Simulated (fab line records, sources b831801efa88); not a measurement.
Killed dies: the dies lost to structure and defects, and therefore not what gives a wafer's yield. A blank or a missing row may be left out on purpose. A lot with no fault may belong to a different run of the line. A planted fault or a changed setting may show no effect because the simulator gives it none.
Which tool is to blame? ; flow gf180mcu ; Sampling: 11 lots, 33 wafers, 5 of 602 route steps

WHAT THE GAUGES READ, wafer by wafer
GF_VT_IMPLANT_OVL_MEAS_40.
lot;measured;on;VT_IMPLANT_03_OVL (nm)
L142;day 7 19:19;overlay-01;-0.4 -2.6 -0.8
L145;day 8 15:29;overlay-01;1.0 0.7 -0.2
L147;day 9 04:20;overlay-02;2.0 1.6 1.5
L148;day 9 12:58;overlay-01;-0.4 -1.9 -1.0
L150;day 10 01:10;overlay-02;-1.9 -2.5 0.2
L151;day 10 08:37;overlay-02;-1.4 -0.4 0.7
L155;day 11 11:08;overlay-02;- - -
L160;day 12 22:08;overlay-01;-0.8 -0.2 0.2
L161;day 13 06:16;overlay-01;-1.5 -1.1 -0.9
L162;day 13 08:10;overlay-01;-0.5 0.9 1.1
L164;day 14 00:41;overlay-02;-2.0 -0.9 -1.4

GF_VT_IMPLANT_TW_MEAS_43.
lot;measured;on;VT_IMPLANT_4_TW
L142;day 7 19:36;film metro-02;688 684 684
L145;day 8 15:46;film metro-02;681 684 681
L147;day 9 04:37;film metro-02;681 685 679
L148;day 9 13:16;film metro-01;698 694 693
L150;day 10 01:28;film metro-02;680 683 682
L151;day 10 08:54;film metro-03;695 694 697
L155;day 11 11:25;film metro-01;30 30 30
L160;day 12 22:26;film metro-01;695 697 696
L161;day 13 06:33;film metro-03;696 698 694
L162;day 13 08:28;film metro-01;694 699 694
L164;day 14 00:58;film metro-01;701 702 702

WHAT TOOL EACH LOT RAN ON (gives the tool, then ch and the chambers of the sampled wafers, and finally the start)
lot;GF_STI_ETCH_14;GF_VT_IMPLANT_STRIP_20;GF_VT_IMPLANT_EXPOSE_37
L142;rie si-02 ch 1,2,3, day 2 06:53;plasma asher-03 ch 0,1, day 6 12:04;iline stepper-01 ch 0, day 7 11:49
L145;rie si-01 ch 1,2, day 2 21:53;plasma asher-04 ch 0,1, day 7 07:37;iline stepper-01 ch 0, day 8 07:26
L147;rie si-01 ch 0,2,3, day 3 08:02;plasma asher-04 ch 0,1, day 7 18:51;iline stepper-01 ch 0, day 8 19:53
L148;rie si-02 ch 1,2, day 3 13:11;plasma asher-03 ch 0,1, day 8 03:42;iline stepper-02 ch 0, day 9 04:55
L150;rie si-02 ch 1,2, day 4 00:29;plasma asher-04 ch 0,1, day 8 14:26;iline stepper-02 ch 0, day 9 16:19
L151;rie si-01 ch 0,2,3, day 4 04:25;plasma asher-02 ch 0,1, day 8 22:06;iline stepper-02 ch 0, day 9 23:47
L155;rie si-01 ch 2,3, day 5 02:35;plasma asher-02 ch 0,1, day 9 23:23;iline stepper-02 ch 0, day 11 02:29
L160;rie si-01 ch 0,3, day 6 03:49;plasma asher-02 ch 0,1, day 11 07:56;iline stepper-01 ch 0, day 12 12:30
L161;rie si-01 ch 1,2,3, day 6 08:14;plasma asher-03 ch 0,1, day 11 15:31;iline stepper-02 ch 0, day 12 20:40
L162;rie si-01 ch 0,1,2, day 6 13:04;plasma asher-04 ch 0,1, day 11 17:45;iline stepper-02 ch 0, day 12 22:43
L164;rie si-02 ch 1,2, day 7 00:19;plasma asher-03 ch 0,1, day 12 08:49;iline stepper-01 ch 0, day 13 14:26
- GF_STI_ETCH_14: etches Si in HBr/Cl2/O2, target depth 360 nm, time 102.9 s.
- GF_VT_IMPLANT_STRIP_20: strips in O2/N2.
- GF_VT_IMPLANT_EXPOSE_37: exposes mask Nwell HV AREA, target cd 860 nm.

WHAT THE TOOLS THEMSELVES READ (means of the sampled wafers that have a number; where no wafer has one, the mark that the record gives instead)
GF_STI_ETCH_14.
lot;tool;drypump motor current A (A);oes product au (a.u.);throttle valve pct (%)
L142;rie si-02;5.8;0.998;25.654
L145;rie si-01;5.4;1.002;25.650
L147;rie si-01;5.9;0.998;25.661
L148;rie si-02;6.1;1.010;25.652
L150;rie si-02;6.1;1.002;25.669
L151;rie si-01;5.9;0.999;25.655
L155;rie si-01;6.0;1.002;25.656
L160;rie si-01;5.7;0.996;25.653
L161;rie si-01;5.7;0.999;25.656
L162;rie si-01;5.6;0.990;25.666
L164;rie si-02;6.2;1.010;25.644

GF_VT_IMPLANT_STRIP_20.
lot;tool;drypump motor current A (A);heater power w (W);oes product au (a.u.);strip time to endpoint s (s)
L142;plasma asher-03;5.70;350;0.717;12.68
L145;plasma asher-04;5.25;318;0.717;12.63
L147;plasma asher-04;5.27;316;0.718;12.60
L148;plasma asher-03;5.82;365;0.713;12.63
L150;plasma asher-04;5.31;315;0.713;12.56
L151;plasma asher-02;5.50;322;0.718;12.61
L155;plasma asher-02;5.51;326;0.714;12.66
L160;plasma asher-02;5.50;321;0.720;12.63
L161;plasma asher-03;5.70;342;0.720;12.67
L162;plasma asher-04;5.26;317;0.712;12.64
L164;plasma asher-03;5.69;346;0.716;12.68

GF_VT_IMPLANT_EXPOSE_37.
lot;tool;reticle temp C (C)
L142;iline stepper-01;22.82
L145;iline stepper-01;23.01
L147;iline stepper-01;23.08
L148;iline stepper-02;23.02
L150;iline stepper-02;22.99
L151;iline stepper-02;22.83
L155;iline stepper-02;23.06
L160;iline stepper-01;22.90
L161;iline stepper-02;22.99
L162;iline stepper-02;22.98
L164;iline stepper-01;22.92

THE ANSWER, worked out from the rows above alone
Rule: usual is defined by the lots themselves. The widest of any qualifying gaps counts: lots, ordered by their means at a reading, are off when they make up no more than a third of the lots, leave a main group of 4 or more, and stand apart from it by 3 or more times the standard deviation of that group's means. The tables above print the reading to a certain number of digits; a main group whose means all agree to those digits is not used. A lot without any number at a reading at which 4 lots or more have one is off too. Where the step has rows for the other lots, those lots are counted as sound. First the gauges in route order, then the tools' own readings, where a lot's mean is used as printed above. The first step at which some lot is off is used, and at that step the reading that is off furthest; a lot without a number counts as furthest.
Off: L155, seen at GF_VT_IMPLANT_OVL_MEAS_40 (VT_IMPLANT_03_OVL). Without a number there: L155. Main group: mean -0.4 nm, sd 1.
A tool fits if, at a process step before that reading, it ran every lot that is off, and no sound lot after the first of them. Not tried: the gauges at GF_VT_IMPLANT_OVL_MEAS_40; whatever is off there is also off at GF_VT_IMPLANT_TW_MEAS_43, on other tools, and gauge error can't account for it. None of those tried fits.

WHAT THE SIMULATOR HAD INSERTED
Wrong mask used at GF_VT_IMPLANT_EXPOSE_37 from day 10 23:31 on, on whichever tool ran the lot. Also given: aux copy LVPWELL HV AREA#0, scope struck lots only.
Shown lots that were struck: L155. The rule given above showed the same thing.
